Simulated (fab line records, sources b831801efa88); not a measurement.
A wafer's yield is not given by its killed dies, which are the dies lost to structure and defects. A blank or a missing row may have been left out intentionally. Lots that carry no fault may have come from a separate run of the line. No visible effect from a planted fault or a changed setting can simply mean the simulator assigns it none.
Problem report, 8D (eight disciplines) form, completed by code :: flow sky130 :: the parts of the form that need people (team, actions taken, sign-off) are left out

## 1. WHAT WENT WRONG
NWELL_RS at SKY_NWELL_RS_MEAS_29 reads a mean of 646.5 ohm/sq on 9 wafers of 3 lots; wafers without a fault read 625.6 ohm/sq with a standard deviation of 1.9. Relative to the usual mean, that is a shift of +11 standard deviations.
The step: measures by four-point-probe.
First seen on wafer L760.1, day 8 19:42, on film metro-02. The record holds 39 wafers of 13 lots with a number at this step. Rule for "out" (also "out of limits"): further than 4 standard deviations from the usual mean. The rest of the wafers with a number are treated as sound.

## 2. WHAT IT IS, AND WHAT IT ISN'T
question: which readings at this step
is: NWELL_RS
is not: -

question: which lots
is: L760, L761, L766
is not: L747, L749, L750, L751, L753, L754, L756, L757, L758, L759

question: which wafers of those lots
is: all that have a number
is not: -

question: read on which gauges
is: film metro-02, film metro-04
is not: film metro-03

question: when
is: from day 8 19:42
is not: up to then (30 sound wafers)

## 3. SUSPECTS, AND WHAT RULES EACH OUT
Counting: a tool at a process step up to the reading stays a suspect if it ran every lot that is out and no sound lot after the first of them.
- the gauge at SKY_NWELL_RS_MEAS_29: ruled out. 2 gauges (film metro-02, film metro-04) read the wafers that are out.
- implanter-01 at SKY_NWELL_IMPLANT_11: kept. All lots that are out passed through it, beginning with L760 at day 7 22:11, and no sound lot followed; its final sound lot before that point was L759 at day 7 16:11.
After counting, what remains is implanter-01 at SKY_NWELL_IMPLANT_11.

## 4. THE CAUSE (what the simulator had put in)
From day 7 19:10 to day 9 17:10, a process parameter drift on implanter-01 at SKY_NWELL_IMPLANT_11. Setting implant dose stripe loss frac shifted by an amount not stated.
This tool alone remained once counting was done.

## 5. SEQUENCE OF EFFECTS, ordered by route
Each row: a reading where the mean over the struck wafers with a number is more than 3 standard deviations away from the usual. Only readings whose record carries a usual standard deviation are examined. hours: median over the lots of the time between each lot's start at the first step of this table that gives one and its start at this step. sigmas: the change, counted in usual standard deviations.
hours: 0
step: SKY_NWELL_RS_MEAS_29
reading: NWELL_RS
usual: 625.6 ohm/sq
on struck wafers: 646.5
change: +20.9
sigmas: +11
Later measuring or inspecting steps at which every struck wafer that the step has a row for has a number for every such reading, and none has moved that far: SKY_VT_ADJUST_LVTN_TW_MEAS_10, SKY_LDD_LDN_OVL_MEAS_07, SKY_LI_CONTACT_RS_MEAS_22.

## 6. HOW IT WOULD HAVE BEEN CAUGHT EARLIER
In this record the first reading out of limits at a measuring or inspecting step was taken at day 8 19:42, 25 hours after the fault began at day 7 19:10.
Tool readings at SKY_NWELL_IMPLANT_11 with a usual standard deviation given in the record: none out on any struck wafer, hence no alarm at a limit of 4 standard deviations on them.
Lots out: 3; of these, L766 started SKY_NWELL_IMPLANT_11 on implanter-01 after day 8 19:42. It would have been spared by a hold on the tool at that moment.
